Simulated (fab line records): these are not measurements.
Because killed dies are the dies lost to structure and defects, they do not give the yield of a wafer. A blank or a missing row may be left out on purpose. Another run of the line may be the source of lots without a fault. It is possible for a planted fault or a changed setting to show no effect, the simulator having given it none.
Comparing a struck lot with a sound one ; flow gf180mcu ; 20 steps out of a route of 602
Sound: wafers L639.3, L639.4, L639.5. Struck: wafers L648.2, L648.4, L648.6. The cause is named last.
Each step with rows lists, per side, the tool, then ch with its chambers, then its first start. Under that, the readings that differ: sound wafers ; struck wafers ; difference of the means ; sigmas: that difference in standard deviations of wafers without a fault.
alike: readings whose means differ by less than 2 such deviations, and words and numbers that are the same on both sides. not compared: withheld readings, readings that some wafer has no value for, bounds like >300 that may hide the same value, and numbers for which the record gives no deviation and whose values overlap.
A row with sigmas, a row that says differs or no value, or rows on one side alone: a step with any of these is where the two part. Numbers that don't overlap but have no deviation are shown without sigmas and don't part them. A reading missing from all wafers of one side parts the sides only when that side holds two or more wafers.

first, 1 step without rows for these wafers: GF_CONTACT_CVD_00 (deposits SiO2, target thk 300 nm, time 50 s).
GF_CONTACT_THK_MEAS_01:
  sound on film metro-01, day 15 07:17; struck on film metro-04, day 19 02:03
  alike: CONTACT_CVD_00_THK
GF_CONTACT_CVD_02: deposits SiO2 from TEOS, target thk 860 nm, time 95.992 s.
  sound on pecvd-01 ch 0,1,2, day 15 07:20; struck on pecvd-02 ch 0,1, day 19 02:06
  alike: heater power w, rf fwd power W
GF_CONTACT_THK_MEAS_03:
  sound on film metro-04, day 15 07:25; struck on film metro-03, day 19 02:11
  alike: CONTACT_CVD_02_THK
GF_CONTACT_CMP_04: polishes SiO2.
  sound on cmp-02 ch 0,2, day 15 07:28; struck on cmp-01 ch 1,3, day 19 02:14
  alike: edge zone pressure frac, motor current A, time to endpoint s
GF_CONTACT_BOW_MEAS_05:
  sound on film metro-04, day 15 07:48; struck on film metro-03, day 19 02:33
  alike: CONTACT_BOW
then, 6 steps without rows for these wafers: GF_CONTACT_DEHYDRATE_06 (time 60 s); GF_CONTACT_HMDS_07 (prime time 60 s); GF_CONTACT_COAT_08; GF_CONTACT_COAT_09 (resist thk 1000 nm); GF_CONTACT_SOFTBAKE_10 (time 60 s); GF_CONTACT_EXPOSE_11 (exposes mask Contact, target cd 220 nm).
GF_CONTACT_PEB_12: peb time 90 s.
  sound on litho track-02 ch 0, day 16 05:15; struck on litho track-02 ch 0, day 20 02:25
reading;sound;struck;difference;sigmas
heater power total W (W);85.61 85.85 85.76;92.05 92.19 91.91;+6.31;+77
then, 1 step without rows for these wafers: GF_CONTACT_DEVELOP_13 (develop time 60 s).
GF_CONTACT_CD_MEAS_14: the cd target is 220 nm.
  sound on cd sem-01, day 16 05:34; struck on cd sem-01, day 20 02:45
reading;sound;struck;difference;sigmas
cd nm (nm);218.3 218.7 218.6;213.1 213.2 213.5;-5.3;-4
GF_CONTACT_OVL_MEAS_15:
  sound on overlay-02, day 16 05:40; struck on overlay-01, day 20 02:51
  alike: CONTACT_OVL
GF_CONTACT_ETCH_16: etches BARC in N2/H2.
  sound on rie diel-02 ch 0,2,3, day 16 05:41; struck on rie diel-01 ch 1,2, day 20 02:53
reading;sound;struck;difference;sigmas
model.CONTACT.cd nm (nm);218.4 218.9 219.6;214.4 214.2 214.9;-4.5;
  alike: drypump motor current A, oes product au, rf fwd power W, throttle valve pct
GF_CONTACT_ETCH_17: etches SiO2 in C4F8/O2/Ar, stops on CoSi2, target depth 860 nm.
  sound: rie diel-02 ch 0,2,3; struck: rie diel-01 ch 1,2
reading;sound;struck;difference;sigmas
model.CONTACT.cd nm (nm);220.5 218.7 220;213.8 214.3 214.5;-5.5;
  alike: oes product au, rf fwd power W
GF_CONTACT_STRIP_18: strips in O2/N2.
  sound on plasma asher-02 ch 0,1, day 16 05:53; struck on plasma asher-02 ch 0,1, day 20 03:03
reading;sound;struck;difference;sigmas
oes product au (a.u.);0.580 0.586 0.582;0.569 0.575 0.571;-0.011;-2
  alike: drypump motor current A, heater power w
  not compared: rf hours counter h
-- the record jumps here: 12 days lie between the struck wafers' starts before and after (it left off in module CONTACT and takes up again in module PASSIVATION, whose first step shown is number 602 of the route) --
GF_PASSIVATION_PROBE_99:
  rows exist in the record for the struck wafers here (prober-01, day 32 04:55), but not for the sound ones

== WHERE THEY PART ==
Earliest at GF_CONTACT_PEB_12; latest, in this record, at GF_PASSIVATION_PROBE_99.

WHY: what the simulator had put in
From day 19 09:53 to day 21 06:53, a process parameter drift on litho track-02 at GF_CONTACT_PEB_12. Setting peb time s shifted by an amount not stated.
